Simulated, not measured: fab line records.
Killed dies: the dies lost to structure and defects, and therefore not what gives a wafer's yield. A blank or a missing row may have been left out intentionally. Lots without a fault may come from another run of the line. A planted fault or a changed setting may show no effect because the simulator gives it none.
fab line records	flow sky130
[record] lots = 11	wafers = 33	last-day = 50
route steps=708 shown SONOS_ONO@173 RES_PROTECT@215 LDD_N@245 PAD_OPEN@708
lots with no fault: from the same line, run without faults
start-h: start of the lot's first displayed wafer, in hours after the record's first day	wait-h: time in hours since the lot's previous step	" identical to the entry in the row above	L1.1+2: a single row standing in for several wafers	- no value, or no start was given	* or withheld: withheld	< > ~ a bound
route shown NAME@n: names a module that has steps shown in the file, with the first one's number in the route	usual: the fault-free wafers' mean and standard deviation	same: alike in all rows	chamber/n: place in a boat	sites: each site's reading	_std_site: the standard deviation of these	_edge_site: inner sites' mean taken away from outer sites' mean	radius-mm: how far each site lies from the wafer's centre	mask NAME#n: copy n	behind: the last tool/chamber to shape the wafer	hold: cause of the lot's hold/its duration in hours/its outcome	device: the transistor (n, p or np) that didn't switch	end of line: tests of these same wafers at the route's end	a step with no rows: only its recipe	killed: dies that structure and defects cost at the first sort, which is not the same as the wafer's yield	map: per-die view of a wafer (x killed, . not killed, _ where there is no die)
set.NAME: the setting the step ran with; set.NAME@STEP: the setting that earlier step ran with	model.NAME: the simulator's own value behind a step, which no gauge read
steps of the route over a sample of lots; a table a step, a row a wafer
services: from which hour (start-h, from the record's first day; less than 0 if before it) a tool's chamber was out of use, for how many hours, and why
[[steps]]
[step SKY_SONOS_ONO_THK_MEAS_05]
[recipe] reads = SiO2_of_SONOS_ONO_CVD_04
[usual] SONOS_ONO_CVD_04_THK = 5.70/0.097
lot.wafer	tool	chamber	start-h	wait-h	SONOS_ONO_CVD_04_THK[nm]
L103.1	film-metro-03	-	264.87	0.0	5.81
L103.3	"	-	"	"	5.77
L103.6	"	-	"	"	5.85
L106.2	film-metro-03	-	287.52	0.0	5.60
L106.3	"	-	"	"	5.63
L106.4	"	-	"	"	5.72
L107.1	film-metro-02	-	292.97	0.0	5.73
L107.2	"	-	"	"	5.68
L107.4	"	-	"	"	5.68
L108.3	film-metro-02	-	298.87	0.0	5.80
L108.4	"	-	"	"	5.65
L108.5	"	-	"	"	5.72
L111.3	film-metro-03	-	328.16	0.0	5.73
L111.4	"	-	"	"	5.71
L111.6	"	-	"	"	5.72
L113.1	film-metro-03	-	341.65	0.0	5.69
L113.3	"	-	"	"	5.67
L113.6	"	-	"	"	5.74
L114.1	film-metro-02	-	346.30	0.0	5.78
L114.2	"	-	"	"	5.69
L114.6	"	-	"	"	5.64
L118.3	film-metro-02	-	384.69	0.0	5.83
L118.4	"	-	"	"	5.92
L118.5	"	-	"	"	5.91
L119.3	film-metro-02	-	402.79	0.0	5.71
L119.4	"	-	"	"	5.67
L119.5	"	-	"	"	5.64
L120.1	film-metro-02	-	404.02	0.0	5.55
L120.4	"	-	"	"	5.66
L120.6	"	-	"	"	5.62
L125.2	film-metro-03	-	453.55	0.0	5.66
L125.3	"	-	"	"	5.64
L125.5	"	-	"	"	5.70
[step SKY_SONOS_ONO_CD_MEAS_13]
[recipe] target-cd-nm = 410
[usual] cd-nm = 410.2/2.7
lot.wafer	tool	chamber	start-h	wait-h	cd-nm
L103.1	cd-sem-01	-	288.38	0.1	413.3
L103.3	"	-	"	"	412.0
L103.6	"	-	"	"	415.6
L106.2	cd-sem-01	-	312.83	0.1	411.3
L106.3	"	-	"	"	412.6
L106.4	"	-	"	"	412.3
L107.1	cd-sem-02	-	318.23	0.1	411.0
L107.2	"	-	"	"	407.6
L107.4	"	-	"	"	409.9
L108.3	cd-sem-02	-	324.27	0.1	403.0
L108.4	"	-	"	"	404.6
L108.5	"	-	"	"	405.1
L111.3	cd-sem-01	-	354.45	0.1	410.1
L111.4	"	-	"	"	408.6
L111.6	"	-	"	"	409.4
L113.1	cd-sem-01	-	368.35	0.1	411.3
L113.3	"	-	"	"	414.5
L113.6	"	-	"	"	412.4
L114.1	cd-sem-01	-	373.40	0.1	411.4
L114.2	"	-	"	"	412.4
L114.6	"	-	"	"	408.8
L118.3	cd-sem-01	-	413.84	0.1	407.1
L118.4	"	-	"	"	406.2
L118.5	"	-	"	"	410.0
L119.3	cd-sem-01	-	432.35	0.1	411.5
L119.4	"	-	"	"	411.3
L119.5	"	-	"	"	411.6
L120.1	cd-sem-02	-	433.20	0.1	407.6
L120.4	"	-	"	"	407.2
L120.6	"	-	"	"	410.5
L125.2	cd-sem-01	-	484.55	0.1	412.5
L125.3	"	-	"	"	414.4
L125.5	"	-	"	"	412.4
[step SKY_RES_PROTECT_TW_MEAS_08]
[usual] POLY_GATE_TW = 4089/41
lot.wafer	tool	chamber	start-h	wait-h	POLY_GATE_TW
L103.1	film-metro-01	-	348.06	0.1	4140
L103.3	"	-	"	"	4127
L103.6	"	-	"	"	4111
L106.2	film-metro-02	-	373.36	0.1	4061
L106.3	"	-	"	"	4094
L106.4	"	-	"	"	4090
L107.1	film-metro-01	-	379.80	0.1	4124
L107.2	"	-	"	"	4134
L107.4	"	-	"	"	4143
L108.3	film-metro-03	-	384.55	0.1	4024
L108.4	"	-	"	"	4046
L108.5	"	-	"	"	4015
L111.3	film-metro-01	-	417.45	0.1	4129
L111.4	"	-	"	"	4144
L111.6	"	-	"	"	4154
L114.1	film-metro-03	-	440.46	0.1	4029
L114.2	"	-	"	"	4008
L114.6	"	-	"	"	4028
L113.1	film-metro-02	-	440.55	0.1	4088
L113.3	"	-	"	"	4102
L113.6	"	-	"	"	4082
L118.3	film-metro-01	-	482.05	0.1	4129
L118.4	"	-	"	"	4136
L118.5	"	-	"	"	4151
L119.3	film-metro-02	-	499.52	0.1	4089
L119.4	"	-	"	"	4070
L119.5	"	-	"	"	4084
L120.1	film-metro-02	-	499.61	0.1	4060
L120.4	"	-	"	"	4065
L120.6	"	-	"	"	4059
L125.2	film-metro-01	-	552.19	0.1	4113
L125.3	"	-	"	"	4108
L125.5	"	-	"	"	4115
[step SKY_LDD_N_IMPLANT_08]
[recipe] species = As	energy-kev = 20	dose-cm2 = 7.5e+13	tilt-deg = withheld	rotation-deg = 23
[usual] beam-on-s = 10.00/0.21	dose-ions-cm2 = 7.502e+13/7.2e+10	faraday-current-uA = 423/8.6
lot.wafer	tool	chamber	start-h	wait-h	beam-on-s	dose-ions-cm2	faraday-current-uA
L103.1	implanter-04	0	414.26	0.0	10.00	7.496e+13	420
L103.3	"	0	"	"	10.00	7.506e+13	422
L103.6	"	0	"	"	10.06	7.509e+13	420
L106.2	implanter-04	0	435.34	0.0	9.78	7.504e+13	433
L106.3	"	0	"	"	10.15	7.506e+13	416
L106.4	"	0	"	"	10.15	7.505e+13	418
L107.1	implanter-02	0	445.51	0.0	10.21	7.503e+13	415
L107.2	"	0	"	"	9.86	7.518e+13	429
L107.4	"	0	"	"	9.84	7.498e+13	427
L108.3	implanter-03	0	452.91	0.1	10.36	7.515e+13	410
L108.4	"	0	"	"	10.26	7.5e+13	413
L108.5	"	0	"	"	10.21	7.508e+13	414
L111.3	implanter-03	0	483.19	0.1	10.33	7.49e+13	409
L111.4	"	0	"	"	9.86	7.493e+13	428
L111.6	"	0	"	"	10.15	7.495e+13	418
L114.1	implanter-04	0	506.09	0.0	9.62	7.502e+13	440
L114.2	"	0	"	"	10.06	7.497e+13	420
L114.6	"	0	"	"	9.92	7.503e+13	427
L113.1	implanter-03	0	507.71	0.0	10.01	7.508e+13	421
L113.3	"	0	"	"	10.46	7.499e+13	404
L113.6	"	0	"	"	9.96	7.501e+13	424
L118.3	implanter-03	0	546.39	0.1	68.10	5.3896e+14	446
L118.4	"	0	"	"	68.27	5.388e+14	444
L118.5	"	0	"	"	65.67	5.3889e+14	463
L119.3	implanter-03	0	564.64	0.1	68.01	5.3879e+14	445
L119.4	"	0	"	"	68.36	5.3877e+14	447
L119.5	"	0	"	"	68.16	5.3881e+14	444
L120.1	implanter-02	0	564.89	0.0	9.98	7.51e+13	422
L120.4	"	0	"	"	9.88	7.512e+13	426
L120.6	"	0	"	"	9.98	7.509e+13	425
L125.2	implanter-04	0	614.24	0.0	9.75	7.505e+13	435
L125.3	"	0	"	"	9.84	7.502e+13	430
L125.5	"	0	"	"	10.40	7.508e+13	407
[step SKY_LDD_N_STRIP_16]
[recipe] chemistry = O2/N2	power-w = 1400	pressure-mtorr = 1500	platen-temp-c = withheld	o2-flow-sccm = 3000	n2-flow-sccm = 300	overash-fraction = 0.5
[usual] drypump-motor-current-A = 5.74/0.26	oes-product-au = 0.406/0.005	strip-time-to-endpoint-s = 4.306/0.015
lot.wafer	tool	chamber	start-h	wait-h	drypump-motor-current-A	oes-product-au	rf-hours-counter-h	strip-time-to-endpoint-s
L103.1	plasma-asher-03	1	415.46	0.1	5.67	0.410	72	4.307
L103.3	"	1	"	"	5.68	0.406	-	4.294
L103.6	"	0	"	"	6.07	0.408	-	4.298
L106.2	plasma-asher-04	0	436.51	0.1	5.53	0.407	72	4.305
L106.3	"	0	"	"	5.53	0.402	-	4.317
L106.4	"	1	"	"	5.94	0.413	-	4.307
L107.1	plasma-asher-04	0	446.71	0.1	5.50	0.407	73	4.301
L107.2	"	1	"	"	5.96	0.405	73	4.294
L107.4	"	1	"	"	5.97	0.401	-	4.305
L108.3	plasma-asher-01	0	454.10	0.1	5.77	0.402	-	4.308
L108.4	"	1	"	"	5.32	0.397	-	4.340
L108.5	"	1	"	"	5.31	0.400	-	4.283
L111.3	plasma-asher-04	0	484.37	0.1	5.53	0.395	-	4.294
L111.4	"	1	"	"	5.94	0.407	-	4.287
L111.6	"	0	"	"	5.56	0.401	-	4.278
L114.1	plasma-asher-04	0	507.29	0.1	5.51	0.405	79	4.326
L114.2	"	1	"	"	5.97	0.411	79	4.302
L114.6	"	0	"	"	5.54	0.399	-	4.320
L113.1	plasma-asher-01	1	508.91	0.1	5.29	0.404	40	4.317
L113.3	"	1	"	"	5.29	0.422	-	4.293
L113.6	"	0	"	"	5.80	0.413	-	4.324
L118.3	plasma-asher-01	0	547.57	0.1	5.75	0.401	-	5.383
L118.4	"	1	"	"	5.29	0.409	-	5.359
L118.5	"	0	"	"	5.76	0.399	-	5.373
L119.3	plasma-asher-03	0	565.82	0.1	6.09	0.403	-	5.376
L119.4	"	1	"	"	5.70	0.403	-	5.376
L119.5	"	0	"	"	6.09	0.405	-	5.384
L120.1	plasma-asher-01	1	566.09	0.1	5.28	0.406	46	4.321
L120.4	"	1	"	"	5.30	0.405	-	4.305
L120.6	"	0	"	"	5.76	0.406	-	4.321
L125.2	plasma-asher-03	0	615.41	0.1	6.06	0.403	19	4.312
L125.3	"	1	"	"	5.68	0.406	-	4.308
L125.5	"	1	"	"	5.69	0.410	-	4.314
[step SKY_LDD_N_TW_MEAS_17]
[usual] LDD_N_TW = 2594/21
lot.wafer	tool	chamber	start-h	wait-h	LDD_N_TW
L103.1	film-metro-04	-	415.56	0.1	2565
L103.3	"	-	"	"	2571
L103.6	"	-	"	"	2580
L106.2	film-metro-02	-	436.62	0.1	2628
L106.3	"	-	"	"	2626
L106.4	"	-	"	"	2616
L107.1	film-metro-02	-	446.81	0.1	2616
L107.2	"	-	"	"	2623
L107.4	"	-	"	"	2612
L108.3	film-metro-03	-	454.18	0.1	2568
L108.4	"	-	"	"	2576
L108.5	"	-	"	"	2575
L111.3	film-metro-03	-	484.46	0.1	2561
L111.4	"	-	"	"	2579
L111.6	"	-	"	"	2579
L114.1	film-metro-02	-	507.39	0.1	2625
L114.2	"	-	"	"	2624
L114.6	"	-	"	"	2616
L113.1	film-metro-04	-	509.01	0.1	2561
L113.3	"	-	"	"	2574
L113.6	"	-	"	"	2583
L118.3	film-metro-04	-	547.66	0.1	2951
L118.4	"	-	"	"	2932
L118.5	"	-	"	"	2942
L119.3	film-metro-03	-	565.91	0.1	2937
L119.4	"	-	"	"	2956
L119.5	"	-	"	"	2956
L120.1	film-metro-03	-	566.19	0.1	2580
L120.4	"	-	"	"	2590
L120.6	"	-	"	"	2581
L125.2	film-metro-02	-	615.52	0.1	2612
L125.3	"	-	"	"	2624
L125.5	"	-	"	"	2614
[step SKY_PAD_OPEN_PROBE_99]
[usual] killed_at_M0_to_M3 = 42/6.6	killed_at_M4_up = 3.1/1.9	killed-at-contacts = 24/5.6	killed-at-front-end = 15/4.8	killed-at-other = 0.3/0.48	killed-dies = 84/10	killed-open = 47/6.8	killed-short = 37/6.8
[same] gross-dies = 492	killed-at-back-side = 0
lot.wafer	tool	chamber	start-h	wait-h	killed_at_M0_to_M3	killed_at_M4_up	killed-at-contacts	killed-at-front-end	killed-at-other	killed-dies	killed-open	killed-short
L106.2	prober-01	-	1097.68	0.1	44	4	27	21	0	96	56	40
L106.3	prober-01	-	1097.73	0.2	44	3	24	19	0	90	61	29
L106.4	prober-01	-	1097.78	0.2	42	4	24	22	0	92	55	37
// killed by level:class
L106.2 CONTACT:geometric-particle:open=12 VIA1:geometric-particle:open=11 VIA3:geometric-particle:open=6 POLY_GATE:geometric-particle:open=6 FIELD_ISO:geometric-particle:short=5 LI_CONTACT:geometric-particle:open=5 LOCAL_INTERCONNECT:geometric-particle:short=5 METAL1:geometric-particle:short=5
L106.3 LI_CONTACT:geometric-particle:open=12 VIA1:geometric-particle:open=9 VIA2:geometric-particle:open=9 POLY_GATE:geometric-particle:short=6 METAL2:geometric-particle:short=6 VIA3:geometric-particle:open=5 POLY_GATE:geometric-particle:open=4 SPACER:geometric-particle:open=4
L106.4 LI_CONTACT:geometric-particle:open=11 VIA1:geometric-particle:open=10 POLY_GATE:geometric-particle:short=7 VIA2:geometric-particle:open=6 VIA3:geometric-particle:open=6 FIELD_ISO:geometric-particle:open=5 POLY_GATE:geometric-particle:open=5 CONTACT:geometric-particle:open=5
[[services]]
tool	chamber	start-h	hours	kind
implanter-03	-	406.44	3.6	repair
plasma-asher-04	-	411.43	14.6	pm
implanter-03	-	414.54	4.3	repair
plasma-asher-03	-	421.25	9.0	pm
plasma-asher-03	0	421.25	9.0	vent-cycle
plasma-asher-03	1	421.25	9.0	vent-cycle
implanter-03	-	429.53	2.7	repair
plasma-asher-03	0	430.25	-	clean
plasma-asher-03	1	430.25	-	clean
implanter-04	-	444.56	4.2	repair
implanter-04	-	467.38	5.8	pm
implanter-03	-	494.96	4.6	repair
plasma-asher-01	-	524.41	2.6	repair
implanter-03	-	561.98	1.6	repair
implanter-02	-	581.53	9.1	pm
implanter-04	-	585.20	5.1	pm
implanter-03	-	613.51	5.3	repair
[[key]]
[first-sign] step = SKY_LDD_N_IMPLANT_08	reading = dose-ions-cm2	direction = up	sigmas = 99+	usual = *	struck = *
[effect] step = SKY_LDD_N_IMPLANT_08	reading = beam-on-s	direction = up	sigmas = 99+	usual = 10.00	struck = 67.76
[effect] step = SKY_LDD_N_STRIP_16	reading = strip-time-to-endpoint-s	direction = up	sigmas = 73	usual = *	struck = *
[effect] step = SKY_LDD_N_TW_MEAS_17	reading = LDD_N_TW	direction = up	sigmas = 17	usual = 2594	struck = 2946
met-at SKY_LDD_N_IMPLANT_08
struck-lots L118,L119
tester-left-out L118,L119
not-acting-at SKY_SONOS_ONO_THK_MEAS_05,SKY_SONOS_ONO_CD_MEAS_13,SKY_RES_PROTECT_TW_MEAS_08
onset-between 507.71 546.39
[fault] kind = process-parameter-drift	tool = implanter-03	chamber = -	onset-h = 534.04	steps = SKY_LDD_N_IMPLANT_08	channel = dose-cm2	offset = *	shape = step	end-h = 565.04	acts-in = *	stated = *
// tester-left-out: of these lots the tester's yield and bins aren't shown, on N5 and GAA mostly nor the transistor test; their killed dies are dies lost to structure and defects alone, not to doping, threshold or leakage, so they don't give the yield
